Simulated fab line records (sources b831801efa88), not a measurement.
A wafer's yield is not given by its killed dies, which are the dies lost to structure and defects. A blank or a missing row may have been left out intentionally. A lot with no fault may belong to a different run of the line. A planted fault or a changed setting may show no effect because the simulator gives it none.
Which of the tools did it? + flow gf180mcu + 24 lots, 72 wafers sampled, at 5 steps of a route of 602

WHAT THE GAUGES READ, wafer by wafer
GF_SAB_CD_MEAS_09: the cd target is 420 nm. Usual: cd-nm 420.4 nm, standard deviation 2.7.
| lot  | measured     | on        | cd-nm (nm)        | flag |
|------|--------------|-----------|-------------------|------|
| L074 | day 15 07:29 | cd-sem-02 | 425.9 423.4 423.8 |      |
| L075 | day 15 11:07 | cd-sem-01 | 420.5 419.5 419.7 |      |
| L076 | day 16 01:51 | cd-sem-02 | 415.7 417.4 416.1 |      |
| L077 | day 16 06:08 | cd-sem-01 | 419.6 417.7 417.7 |      |
| L078 | day 16 15:56 | cd-sem-01 | 420.1 419.0 421.1 |      |
| L079 | day 17 02:25 | cd-sem-02 | 418.5 420.5 419.3 |      |
| L080 | day 17 09:45 | cd-sem-02 | 415.8 418.2 417.4 |      |
| L081 | day 17 19:07 | cd-sem-01 | 421.6 423.5 423.9 |      |
| L082 | day 18 05:31 | cd-sem-02 | 422.1 421.8 422.9 |      |
| L083 | day 18 10:18 | cd-sem-01 | 421.1 421.9 424.1 |      |
| L084 | day 19 00:22 | cd-sem-01 | 426.6 425.5 424.2 |      |
| L085 | day 19 04:38 | cd-sem-01 | 423.2 423.1 423.9 |      |
| L086 | day 19 15:22 | cd-sem-02 | 418.1 416.4 419.7 |      |
| L087 | day 19 22:09 | cd-sem-01 | 422.4 420.3 422.5 |      |
| L088 | day 20 06:10 | cd-sem-01 | 418.3 420.1 420.7 |      |
| L089 | day 20 17:04 | cd-sem-01 | 416.7 418.5 416.8 |      |
| L090 | day 20 23:01 | cd-sem-01 | 418.9 422.3 422.7 |      |
| L091 | day 21 06:03 | cd-sem-02 | 417.5 419.7 419.2 |      |
| L092 | day 21 16:55 | cd-sem-01 | 423.8 426.0 422.3 |      |
| L093 | day 21 23:22 | cd-sem-01 | 421.2 422.8 422.8 |      |
| L094 | day 22 08:08 | cd-sem-01 | 423.7 421.9 419.7 |      |
| L095 | day 22 15:03 | cd-sem-01 | 420.9 418.8 418.9 |      |
| L096 | day 23 01:21 | cd-sem-02 | 422.2 422.6 419.9 |      |
| L097 | day 23 06:40 | cd-sem-01 | 415.8 418.0 416.5 |      |

GF_M1_RS_MEAS_05: a four-point-probe measurement. Usual: for M1_ALCU_RS the level is 0.0695 ohm/sq and the standard deviation is 0.00076.
| lot  | measured     | on            | M1_ALCU_RS (ohm/sq)  | flag |
|------|--------------|---------------|----------------------|------|
| L074 | day 16 08:50 | film-metro-01 | 0.0689 0.0685 0.0696 |      |
| L075 | day 16 12:04 | film-metro-02 | 0.0691 0.0693 0.0693 |      |
| L076 | day 17 02:50 | film-metro-01 | 0.0689 0.0699 0.0691 |      |
| L077 | day 17 07:47 | film-metro-01 | 0.0698 0.0697 0.0697 |      |
| L078 | day 17 17:23 | film-metro-02 | 0.0685 0.0697 0.0692 |      |
| L079 | day 18 04:13 | film-metro-01 | 0.0693 0.0697 0.0696 |      |
| L080 | day 18 12:26 | film-metro-04 | 0.0692 0.0691 0.0691 |      |
| L081 | day 18 22:39 | film-metro-02 | 0.0698 0.0703 0.0695 |      |
| L082 | day 19 08:29 | film-metro-04 | 0.0704 0.0707 0.0709 |      |
| L083 | day 19 13:44 | film-metro-02 | 0.0706 0.0711 0.0705 |      |
| L084 | day 20 03:59 | film-metro-01 | 0.0694 0.0701 0.0695 |      |
| L085 | day 20 08:51 | film-metro-04 | 0.0696 0.0702 0.0698 |      |
| L086 | day 20 18:53 | film-metro-01 | 0.0689 0.0693 0.0690 |      |
| L087 | day 21 01:46 | film-metro-04 | 0.0703 0.0690 0.0695 |      |
| L088 | day 21 09:47 | film-metro-01 | 0.0695 0.0687 0.0695 |      |
| L089 | day 21 20:20 | film-metro-01 | 0.0696 0.0703 0.0697 |      |
| L090 | day 22 02:11 | film-metro-04 | 0.0685 0.0679 0.0678 |      |
| L091 | day 22 09:01 | film-metro-02 | 0.0703 0.0704 0.0701 |      |
| L092 | day 22 20:13 | film-metro-02 | 0.0697 0.0686 0.0695 |      |
| L093 | day 23 01:45 | film-metro-02 | 0.0687 0.0695 0.0693 |      |
| L094 | day 23 10:59 | film-metro-01 | 0.0682 0.0689 0.0693 |      |
| L095 | day 23 17:23 | film-metro-01 | 0.0706 0.0694 0.0701 |      |
| L096 | day 24 03:29 | film-metro-02 | 0.0707 0.0696 0.0703 |      |
| L097 | day 24 08:56 | film-metro-02 | 0.0677 0.0682 0.0680 |      |

GF_V1_THK_MEAS_03. Usual: for V1_CVD_02_THK the level is 847 nm and the standard deviation is 9.9.
| lot  | measured     | on            | V1_CVD_02_THK (nm) | flag |
|------|--------------|---------------|--------------------|------|
| L074 | day 17 08:22 | film-metro-01 | 836 852 849        |      |
| L075 | day 17 11:25 | film-metro-02 | 847 844 850        |      |
| L076 | day 18 03:11 | film-metro-03 | 845 840 851        |      |
| L077 | day 18 07:31 | film-metro-01 | 852 849 854        |      |
| L078 | day 18 18:05 | film-metro-03 | 827 850 841        |      |
| L079 | day 19 05:41 | film-metro-01 | 830 848 852        |      |
| L080 | day 19 13:34 | film-metro-03 | 842 856 840        |      |
| L081 | day 20 00:23 | film-metro-02 | 846 853 853        |      |
| L082 | day 20 10:02 | film-metro-01 | 832 845 852        |      |
| L083 | day 20 14:52 | film-metro-03 | 846 869 846        |      |
| L084 | day 21 05:23 | film-metro-03 | 823 840 842        |      |
| L085 | day 21 10:08 | film-metro-02 | 844 849 866        |      |
| L086 | day 21 20:12 | film-metro-03 | 835 833 844        |      |
| L087 | day 22 02:15 | film-metro-02 | 829 835 847        |      |
| L088 | day 22 10:07 | film-metro-03 | 841 842 843        |      |
| L089 | day 22 20:31 | film-metro-02 | 832 852 852        |      |
| L090 | day 23 02:06 | film-metro-02 | 838 857 847        |      |
| L091 | day 23 08:41 | film-metro-03 | 851 852 849        |      |
| L092 | day 23 19:53 | film-metro-02 | 842 839 842        |      |
| L093 | day 24 01:31 | film-metro-02 | 834 851 860        |      |
| L094 | day 24 10:19 | film-metro-02 | 849 851 848        |      |
| L095 | day 24 16:50 | film-metro-03 | 833 866 847        |      |
| L096 | day 25 02:36 | film-metro-02 | 841 849 876        |      |
| L097 | day 25 07:12 | film-metro-01 | 842 857 853        |      |

EACH LOT AND THE TOOL THAT RAN IT (in order: tool; ch and the chambers of the sampled wafers; start)
| lot  | GF_HV_LDD_STRIP_10                   | GF_SAB_ETCH_11                     |
|------|--------------------------------------|------------------------------------|
| L074 | plasma-asher-04 ch 0,1, day 10 03:11 | rie-diel-01 ch 0,1,3, day 15 07:37 |
| L075 | plasma-asher-02 ch 0,1, day 10 07:56 | rie-diel-04 ch 0,1,3, day 15 11:16 |
| L076 | plasma-asher-01 ch 0,1, day 10 19:47 | rie-diel-03 ch 0,2,3, day 16 01:56 |
| L077 | plasma-asher-02 ch 0,1, day 10 23:14 | rie-diel-04 ch 0,1,2, day 16 06:16 |
| L078 | plasma-asher-01 ch 0,1, day 11 07:35 | rie-diel-04 ch 0,1,2, day 16 16:05 |
| L079 | plasma-asher-01 ch 0,1, day 11 15:20 | rie-diel-04 ch 1,2,3, day 17 02:34 |
| L080 | plasma-asher-01 ch 0,1, day 11 23:17 | rie-diel-01 ch 0,1,2, day 17 09:55 |
| L081 | plasma-asher-02 ch 0,1, day 12 05:56 | rie-diel-03 ch 0,3, day 17 19:16   |
| L082 | plasma-asher-04 ch 0,1, day 12 15:04 | rie-diel-03 ch 0,3, day 18 05:37   |
| L083 | plasma-asher-01 ch 0,1, day 12 21:11 | rie-diel-01 ch 1,2, day 18 10:28   |
| L084 | plasma-asher-01 ch 0,1, day 13 07:32 | rie-diel-04 ch 0,1,2, day 19 00:31 |
| L085 | plasma-asher-02 ch 0,1, day 13 10:58 | rie-diel-01 ch 1,2,3, day 19 04:46 |
| L086 | plasma-asher-01 ch 0,1, day 13 18:35 | rie-diel-03 ch 0,1,3, day 19 15:31 |
| L087 | plasma-asher-04 ch 0,1, day 14 00:44 | rie-diel-04 ch 0,2,3, day 19 22:19 |
| L088 | plasma-asher-04 ch 0,1, day 14 08:47 | rie-diel-01 ch 0,2,3, day 20 06:19 |
| L089 | plasma-asher-01 ch 0,1, day 14 16:22 | rie-diel-01 ch 0,1,3, day 20 17:10 |
| L090 | plasma-asher-02 ch 0,1, day 14 21:58 | rie-diel-04 ch 0,3, day 20 23:07   |
| L091 | plasma-asher-01 ch 1, day 15 05:26   | rie-diel-04 ch 0,1,3, day 21 06:11 |
| L092 | plasma-asher-04 ch 0, day 15 15:22   | rie-diel-01 ch 1,2, day 21 17:04   |
| L093 | plasma-asher-02 ch 0,1, day 15 20:35 | rie-diel-03 ch 1,2,3, day 21 23:31 |
| L094 | plasma-asher-04 ch 0,1, day 16 05:46 | rie-diel-04 ch 0,2,3, day 22 08:17 |
| L095 | plasma-asher-01 ch 0,1, day 16 11:46 | rie-diel-03 ch 1,3, day 22 15:13   |
| L096 | plasma-asher-01 ch 0,1, day 16 21:38 | rie-diel-03 ch 0,3, day 23 01:31   |
| L097 | plasma-asher-02 ch 0,1, day 17 02:35 | rie-diel-01 ch 0,2,3, day 23 06:47 |
- GF_HV_LDD_STRIP_10: strips in O2/N2.
- GF_SAB_ETCH_11: etches SiO2 in C4F8/O2/Ar, target depth 55 nm, time 8.5 s.

WHAT THE TOOLS THEMSELVES READ (means of the sampled wafers that have a number; where no wafer has one, the mark that the record gives instead)
GF_HV_LDD_STRIP_10. Usual: drypump-motor-current-A 5.4 A, standard deviation 0.37; heater-power-w 320 W, standard deviation 27; oes-product-au 0.716 a.u., standard deviation 0.0045; strip-time-to-endpoint-s 12.62 s, standard deviation 0.038.
| lot  | tool            | drypump-motor-current-A (A) | heater-power-w (W) | oes-product-au (a.u.) | strip-time-to-endpoint-s (s) | flag |
|------|-----------------|-----------------------------|--------------------|-----------------------|------------------------------|------|
| L074 | plasma-asher-04 | 5.6                         | 295                | 0.716                 | 12.63                        |      |
| L075 | plasma-asher-02 | 5.6                         | 344                | 0.713                 | 12.60                        |      |
| L076 | plasma-asher-01 | 5.5                         | 305                | 0.711                 | 12.63                        |      |
| L077 | plasma-asher-02 | 5.6                         | 355                | 0.713                 | 12.63                        |      |
| L078 | plasma-asher-01 | 5.5                         | 304                | 0.717                 | 12.63                        |      |
| L079 | plasma-asher-01 | 5.5                         | 300                | 0.715                 | 12.57                        |      |
| L080 | plasma-asher-01 | 5.3                         | 313                | 0.712                 | 12.67                        |      |
| L081 | plasma-asher-02 | 5.6                         | 348                | 0.715                 | 12.65                        |      |
| L082 | plasma-asher-04 | 5.3                         | 307                | 0.717                 | 12.61                        |      |
| L083 | plasma-asher-01 | 5.3                         | 319                | 0.714                 | 12.63                        |      |
| L084 | plasma-asher-01 | 5.5                         | 303                | 0.722                 | 12.62                        |      |
| L085 | plasma-asher-02 | 5.3                         | 349                | 0.714                 | 12.56                        |      |
| L086 | plasma-asher-01 | 5.5                         | 307                | 0.716                 | 12.62                        |      |
| L087 | plasma-asher-04 | 5.4                         | 306                | 0.716                 | 12.65                        |      |
| L088 | plasma-asher-04 | 5.6                         | 297                | 0.714                 | 12.58                        |      |
| L089 | plasma-asher-01 | 5.4                         | 320                | 0.715                 | 12.68                        |      |
| L090 | plasma-asher-02 | 5.3                         | 351                | 0.712                 | 12.60                        |      |
| L091 | plasma-asher-01 | 5.6                         | 292                | 0.719                 | 12.58                        |      |
| L092 | plasma-asher-04 | 5.8                         | 281                | 0.714                 | 12.59                        |      |
| L093 | plasma-asher-02 | 5.6                         | 346                | 0.717                 | 12.67                        |      |
| L094 | plasma-asher-04 | 5.6                         | 295                | 0.714                 | 12.58                        |      |
| L095 | plasma-asher-01 | 5.3                         | 316                | 0.712                 | 12.64                        |      |
| L096 | plasma-asher-01 | 5.3                         | 315                | 0.716                 | 12.62                        |      |
| L097 | plasma-asher-02 | 5.3                         | 357                | 0.716                 | 12.55                        |      |

GF_SAB_ETCH_11. Usual: oes-product-au 1.001 a.u., standard deviation 0.011.
| lot  | tool        | oes-product-au (a.u.) | flag |
|------|-------------|-----------------------|------|
| L074 | rie-diel-01 | 0.993                 |      |
| L075 | rie-diel-04 | 1.004                 |      |
| L076 | rie-diel-03 | 1.006                 |      |
| L077 | rie-diel-04 | 1.009                 |      |
| L078 | rie-diel-04 | 1.005                 |      |
| L079 | rie-diel-04 | 1.005                 |      |
| L080 | rie-diel-01 | 1.000                 |      |
| L081 | rie-diel-03 | 1.009                 |      |
| L082 | rie-diel-03 | 1.004                 |      |
| L083 | rie-diel-01 | 0.999                 |      |
| L084 | rie-diel-04 | 1.011                 |      |
| L085 | rie-diel-01 | 1.000                 |      |
| L086 | rie-diel-03 | 0.994                 |      |
| L087 | rie-diel-04 | 0.992                 |      |
| L088 | rie-diel-01 | 0.996                 |      |
| L089 | rie-diel-01 | 1.001                 |      |
| L090 | rie-diel-04 | 1.007                 |      |
| L091 | rie-diel-04 | 0.993                 |      |
| L092 | rie-diel-01 | 1.009                 |      |
| L093 | rie-diel-03 | 1.006                 |      |
| L094 | rie-diel-04 | 0.997                 |      |
| L095 | rie-diel-03 | 0.999                 |      |
| L096 | rie-diel-03 | 1.005                 |      |
| L097 | rie-diel-01 | 0.995                 |      |

THE ANSWER, worked out from the rows above alone
Rule: lot off if the mean of its wafers having a number is beyond 3 standard deviations from the usual mean. A lot without any number at a reading at which 4 lots or more have one is off too. Any other lot the step has rows for is counted as sound. First the gauges in route order, then the tools' own readings, where a lot's mean is used as printed above. The first step at which some lot is off is used, and at that step the reading that is off furthest; a lot without a number counts as furthest.
Across all readings shown, no lot is off: no conclusion can be drawn from this.

WHAT HAD BEEN PUT IN BY THE SIMULATOR
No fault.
